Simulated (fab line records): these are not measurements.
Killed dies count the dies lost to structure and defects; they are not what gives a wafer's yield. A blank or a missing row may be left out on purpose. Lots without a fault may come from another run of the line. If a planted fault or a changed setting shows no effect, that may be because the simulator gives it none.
A lot that was struck, set against a sound lot + flow sky130 + 19 steps out of a route of 708
Sound: wafers L857.1, L857.3, L857.5. The struck wafers were L868.1, L868.3, L868.4. The cause comes at the end.
Order at every step that has rows: each side's tool, ch and its chambers, its first start. Under that, the readings that differ: sound wafers + struck wafers + difference of the means + sigmas: that difference in standard deviations of wafers without a fault.
alike: readings whose means differ by less than 2 such deviations, and words and numbers that are the same on both sides. not compared: withheld readings, readings that some wafer has no value for, bounds like >300 that may hide the same value, and numbers for which the record gives no deviation and whose values overlap.
A row with sigmas, a row that says differs or no value, or rows on one side alone: a step with any of these is where the two part. Numbers that don't overlap but have no deviation are shown without sigmas and don't part them. A reading missing from all wafers of one side parts the sides only when that side holds two or more wafers.

first, 1 step without rows for these wafers: SKY_VIA4_CMP_21 (polishes, stops on SiO2, t overpolish 25 s, target thk 0 nm).
SKY_METAL5_SPUTTER_00: material Ti, target thk 15 nm, time 10 s.
  struck on pvd_sputter-04, day 45 23:50; sound on pvd_sputter-02, day 43 03:07
  alike: throttle_valve_pct
SKY_METAL5_SPUTTER_01: material TiN, target thk 20 nm, time 16.7 s.
  struck on pvd_sputter-04, day 45 23:52; sound on pvd_sputter-02, day 43 03:09
  alike: throttle_valve_pct
then, 1 step without rows for these wafers: SKY_METAL5_SPUTTER_02 (material AlCu, target thk 1150 nm, time 61.2 s).
SKY_METAL5_SPUTTER_03: material Ti, target thk 5 nm, time 3.3 s.
  struck on pvd_sputter-04, day 45 23:56; sound on pvd_sputter-02, day 43 03:13
  alike: throttle_valve_pct
SKY_METAL5_SPUTTER_04: material TiN, target thk 70 nm, time 58.3 s.
  struck on pvd_sputter-04, day 45 23:57; sound on pvd_sputter-02, day 43 03:14
  alike: throttle_valve_pct
SKY_METAL5_RS_MEAS_05: uses a four-point probe to measure.
  struck on film_metro-03, day 46 00:00; sound on film_metro-02, day 43 03:17
  alike: METAL5_ALCU_RS
SKY_METAL5_THK_MEAS_06: measures by xrf.
  struck on film_metro-03, day 46 00:07; sound on film_metro-02, day 43 03:25
  alike: METAL5_ALCU_THK
then, 4 steps without rows for these wafers: SKY_METAL5_DEHYDRATE_07 (time 60 s); SKY_METAL5_HMDS_08 (prime time 60 s); SKY_METAL5_COAT_09 (resist thk 1800 nm); SKY_METAL5_SOFTBAKE_10 (time 60 s).
SKY_METAL5_EXPOSE_11: exposes mask MM5, target cd 1600 nm.
  sound on iline_stepper-01 ch 0, day 43 14:59; struck on iline_stepper-02 ch 0, day 46 10:28
  alike: mask
then, 2 steps without rows for these wafers: SKY_METAL5_PEB_12; SKY_METAL5_DEVELOP_13 (develop time 60 s).
SKY_METAL5_DESCUM_14: chemistry O2, time 11 s.
  sound on rie_metal-02 ch 0,1, day 44 02:26; struck on rie_metal-03 ch 0,1, day 46 20:01
| reading                 | sound          | struck         | difference | sigmas |
|-------------------------|----------------|----------------|------------|--------|
| model.METAL5.cd_nm (nm) | 1604 1604 1602 | 1570 1578 1560 | -34        |        |
  alike: drypump_motor_current_A, oes_product_au
  not compared: rf_hours_counter_h
SKY_METAL5_METAL_ETCH_15: etches the open film in Cl2/BCl3, stops on SiO2, target depth 1260 nm, time 252 s.
  sound on rie_metal-02 ch 0,1, day 44 02:28; struck on rie_metal-03 ch 0,1, day 46 20:03
| reading                 | sound                | struck               | difference | sigmas |
|-------------------------|----------------------|----------------------|------------|--------|
| throttle_valve_pct (%)  | 22.250 22.269 22.256 | 22.273 22.279 22.272 | +0.016     | +2     |
| model.METAL5.cd_nm (nm) | 1608 1607 1606       | 1564 1573 1553       | -44        |        |
  alike: drypump_motor_current_A, oes_product_au
  not compared: rf_hours_counter_h
SKY_METAL5_STRIP_16: strips in O2/N2.
  sound on plasma_asher-02 ch 0,1, day 44 02:42; struck on plasma_asher-04 ch 0,1, day 46 20:17
  alike: drypump_motor_current_A, oes_product_au, strip_time_to_endpoint_s
  not compared: rf_hours_counter_h
SKY_PAD_OPEN_PROBE_99:
  struck on prober-02, day 48 13:53; sound on prober-01, day 46 01:38
| reading                        | sound          | struck         | difference | sigmas |
|--------------------------------|----------------|----------------|------------|--------|
| model.etest.met5.width_nm (nm) | 1609 1604 1609 | 1565 1574 1554 | -43        |        |
  alike: defect_limited_yield, killed_at_M0_to_M3, killed_at_M4_up, killed_at_contacts, killed_at_front_end, killed_at_other, killed_dies, killed_open, killed_short, sort_bin_3_pad_short, sort_bin_5_function, sort_bin_6_memory, sort_n_pass, sort_yield_pct
  not compared: model.etest.met5.line_ohm_um

## WHERE THEY PART
Within this record, at SKY_METAL5_METAL_ETCH_15 only. Later steps at which nothing parts them and some readings are alike: SKY_METAL5_STRIP_16, SKY_PAD_OPEN_PROBE_99.

WHY: the cause the simulator had injected
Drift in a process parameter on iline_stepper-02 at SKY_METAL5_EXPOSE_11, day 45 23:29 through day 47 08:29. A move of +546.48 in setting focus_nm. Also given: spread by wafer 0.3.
